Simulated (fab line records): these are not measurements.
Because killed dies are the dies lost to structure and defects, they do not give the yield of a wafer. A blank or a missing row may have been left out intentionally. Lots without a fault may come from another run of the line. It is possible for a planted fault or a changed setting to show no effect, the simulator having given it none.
Chamber matching -- flow gf180mcu -- GF_CONTACT_CMP_27 on cmp-01 has 4 sister chambers
The step polishes, stops on SiO2, t overpolish 15 s, target thk 0 nm. 8 wafers are shown with their chamber, then 9 later ones without.

== EACH WAFER AND ITS CHAMBER ==
wafer,chamber,motor current A (A),head pressure psi (psi)
L380.1,3,10.3,3.504
L380.3,2,12.1,3.523
L380.4,1,11.4,3.495
L381.5,3,10.3,3.501
L381.6,0,10.2,3.492
L382.1,0,10.2,3.498
L382.4,1,11.5,3.494
L382.5,2,12.1,3.507

== WAFERS MISSING THEIR CHAMBER ==
wafer,motor current A (A),head pressure psi (psi)
L383.1,10.8,3.494
L383.2,10.4,3.501
L383.5,11.4,3.512
L391.1,11.4,3.498
L391.2,10.5,3.501
L391.6,9.9,3.499
L395.1,10.2,3.499
L395.2,10.5,3.498
L395.3,10.5,3.500

== WHICH CHAMBER EACH WENT THROUGH ==
wafer,from the rows above,in truth
L383.1,3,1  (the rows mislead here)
L383.2,3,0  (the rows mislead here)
L383.5,1,1
L391.1,1,1
L391.2,3,3
L391.6,0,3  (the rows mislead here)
L395.1,0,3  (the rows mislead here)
L395.2,3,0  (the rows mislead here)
L395.3,3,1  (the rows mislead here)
Correctly placed: 3 of 9. Number that these rows cannot place: 0. Placed wrongly: 6.
How it was worked out, from the rows above alone: a wafer's distance from a chamber is the root of the sum, over the readings, of the square of ((its reading less the chamber's mean) divided by the reading's scatter). The wafer belongs to the nearest chamber; if the next one is less than 2 further off, it can't be placed. The mean given for a chamber averages the wafers shown for that chamber. The scatter: the root of (the sum of the squares of (reading less its chamber's mean) over the shown wafers, divided by (wafers less chambers)).
